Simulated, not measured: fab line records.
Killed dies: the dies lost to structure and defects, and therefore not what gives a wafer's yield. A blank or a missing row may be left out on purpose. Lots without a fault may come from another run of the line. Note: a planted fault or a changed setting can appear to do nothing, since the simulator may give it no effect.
Matching of chambers :: flow gf180mcu :: GF_V3_CMP_26 on cmp-02: 4 sister chambers
The step polishes, stops on SiO2, t overpolish 16.34 s, target thk 0 nm. 4 wafers are shown with their chamber, then 12 later ones without.

== EACH WAFER AND ITS CHAMBER ==
wafer: L080.3
chamber: 1
motor-current-A (A): 10.2

wafer: L088.2
chamber: 3
motor-current-A (A): 9.8

wafer: L088.3
chamber: 2
motor-current-A (A): 13.5

wafer: L088.5
chamber: 0
motor-current-A (A): 10.1

== WAFERS MISSING THEIR CHAMBER ==
wafer: L090.3
motor-current-A (A): 10.2

wafer: L090.4
motor-current-A (A): 10.2

wafer: L090.6
motor-current-A (A): 10.3

wafer: L091.2
motor-current-A (A): 10.9

wafer: L091.3
motor-current-A (A): 10.4

wafer: L091.5
motor-current-A (A): 10.0

wafer: L094.3
motor-current-A (A): 13.6

wafer: L094.4
motor-current-A (A): 10.4

wafer: L094.6
motor-current-A (A): 10.3

wafer: L095.2
motor-current-A (A): 13.5

wafer: L095.3
motor-current-A (A): 10.0

wafer: L095.6
motor-current-A (A): 10.0

== THE CHAMBER EACH PASSED THROUGH ==
wafer: L090.3
from the rows above: can't be placed: 1 or 0 or 3
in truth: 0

wafer: L090.4
from the rows above: can't be placed: 1 or 0 or 3
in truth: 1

wafer: L090.6
from the rows above: can't be placed: 1 or 0 or 3
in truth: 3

wafer: L091.2
from the rows above: can't be placed: 1 or 0 or 3
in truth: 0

wafer: L091.3
from the rows above: can't be placed: 1 or 0 or 3
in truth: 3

wafer: L091.5
from the rows above: can't be placed: 0 or 1 or 3
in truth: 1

wafer: L094.3
from the rows above: 2
in truth: 2

wafer: L094.4
from the rows above: can't be placed: 1 or 0 or 3
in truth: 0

wafer: L094.6
from the rows above: can't be placed: 1 or 0 or 3
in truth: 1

wafer: L095.2
from the rows above: 2
in truth: 2

wafer: L095.3
from the rows above: can't be placed: 0 or 1 or 3
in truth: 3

wafer: L095.6
from the rows above: can't be placed: 0 or 1 or 3
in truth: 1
Placed correctly: 2 of 12. These rows do not allow placing 10 (true chamber among the candidates in 10). Placed wrongly: 0.
How it was worked out, from the rows above alone: a wafer's distance from a chamber is the root of the sum, over the readings, of the square of ((its reading less the chamber's mean) divided by the reading's scatter). If the next closest chamber is less than 2 further off than the closest, the wafer can't be placed; otherwise it belongs to the closest. For every chamber, the mean is computed from those of its wafers that are shown. The scatter (one wafer shown for each chamber): square how far every hidden wafer sits from the nearest shown wafer, average those squares and take the square root.
